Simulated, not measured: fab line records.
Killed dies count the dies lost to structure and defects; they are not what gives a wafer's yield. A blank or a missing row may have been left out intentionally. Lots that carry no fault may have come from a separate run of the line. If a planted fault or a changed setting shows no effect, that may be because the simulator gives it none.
Lot-split experiment    flow gf180mcu    on a route of 602 steps: 5 lots, 23 wafers read

== ABOUT THE SPLIT ==
At GF_MVPSD_COAT_02 (resist thk 3000 nm), the setting spin-rpm was moved away from the recipe's 2000 rpm on 11 of the 23 wafers read, by -4.3% to +3.4%. The other wafers ran this setting at the recipe's value.

The split's own step is where the reading is taken.

== THE READING ==
coat_of_MVPSD_COAT_02.thk-nm (the simulator's own value, which no gauge read), in nm, at GF_MVPSD_COAT_02 (resist thk 3000 nm). No usual value for it is given in the file. The 12 wafers here that ran the recipe average 3006 nm, standard deviation 5.1 nm.

wafer   tool, chamber at the split  spin-rpm as run, rpm  against the recipe  coat_of_MVPSD_COAT_02.thk-nm, nm  against lot-mates on the recipe
L076.2  litho-track-04, 0           2000                  recipe              3005                              -
L076.3  litho-track-04, 0           2000                  recipe              3009                              -
L076.4  litho-track-04, 0           2000                  recipe              3007                              -
L077.1  litho-track-04, 0           1914                  -4.3%               3073                              +67
L077.2  litho-track-04, 0           1914                  -4.3%               3075                              +69
L077.3  litho-track-04, 0           2000                  recipe              3003                              -
L077.4  litho-track-04, 0           2000                  recipe              3006                              -
L077.5  litho-track-04, 0           2000                  recipe              3009                              -
L080.1  litho-track-01, 0           2000                  recipe              3018                              -
L080.2  litho-track-01, 0           1950                  -2.5%               3041                              +30
L080.3  litho-track-01, 0           1950                  -2.5%               3035                              +24
L080.4  litho-track-01, 0           1950                  -2.5%               3043                              +32
L080.6  litho-track-01, 0           2000                  recipe              3005                              -
L082.1  litho-track-03, 0           2000                  recipe              3009                              -
L082.2  litho-track-03, 0           2069                  +3.4%               2954                              -48
L082.3  litho-track-03, 0           2069                  +3.4%               2959                              -43
L082.4  litho-track-03, 0           2069                  +3.4%               2965                              -37
L082.6  litho-track-03, 0           2000                  recipe              2995                              -
L083.2  litho-track-04, 0           2000                  recipe              3003                              -
L083.3  litho-track-04, 0           1930                  -3.5%               3051                              +48
L083.4  litho-track-04, 0           2000                  recipe              3004                              -
L083.5  litho-track-04, 0           1930                  -3.5%               3058                              +54
L083.6  litho-track-04, 0           1930                  -3.5%               3058                              +54

THE FIT
A straight line over all 23 wafers: coat_of_MVPSD_COAT_02.thk-nm changes by -14.3 nm for each +1% of spin-rpm; r = -0.99; the points scatter about the line by 5.2 nm.
The same after taking each lot's own level away (the mean of its wafers on the recipe; 23 wafers): -13.8 nm for each +1%; r = -0.98; scatter 5.8 nm.
According to that fit, moving spin-rpm by its largest amount changes the reading by 59 nm.
Measured against the standard deviation above, the lots' own levels, which go from 3002.0 to 3011.5 nm, span 1.8 times it.
Hence the lot-to-lot level has little effect on the slope; both slopes agree.
Check: +59.2 nm against its lot-mates is what the line predicts for one of the wafers moved furthest among these (-4.3%) when that wafer is left out of the fit. Against them it came out at +67 nm.

== THE OTHER SPLITS THESE WAFERS WENT THROUGH ==
Before the reading, these wafers also passed through other splits. Each is held against what the fit with the lots' levels taken away leaves over:
other split on the same wafers    wafers away from the commonest value  r with coat_of_MVPSD_COAT_02.thk-nm (lot level and that fit taken away)
GF_STI_CVD_03 pressure-mtorr      18                                    -0.29
GF_STI_PEB_10 peb-temp-c          10                                    +0.19
GF_STI_ETCH_13 source-w           8                                     -0.01
GF_DNWELL_COAT_02 spin-rpm        10                                    -0.15
GF_NWELL_COAT_02 resist-thk-nm    7                                     +0.15
GF_NWELL_DEVELOP_06 dev-temp-c    4                                     +0.02
GF_LVPWELL_COAT_02 resist-thk-nm  10                                    -0.18
GF_LVPWELL_IMPLANT_09 energy-kev  7                                     -0.36

== THE WHOLE CHAIN: every reading that the file lists as answering this split, in the file's order ==
step               what it does        reading                                                                        change (the file's fit)               r (the file's)
GF_MVPSD_COAT_02   resist thk 3000 nm  coat_of_MVPSD_COAT_02.thk-nm (the simulator's own value, which no gauge read)  -14.2 nm for each +1% of the setting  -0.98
GF_MVPSD_STRIP_10  strips in O2/N2     strip-time-to-endpoint-s                                                       withheld for each +1% of the setting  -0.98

== THE FILE'S OWN FIT ==
coat_of_MVPSD_COAT_02.thk-nm changes by -14.2 nm for each +1% of spin-rpm, r = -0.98.
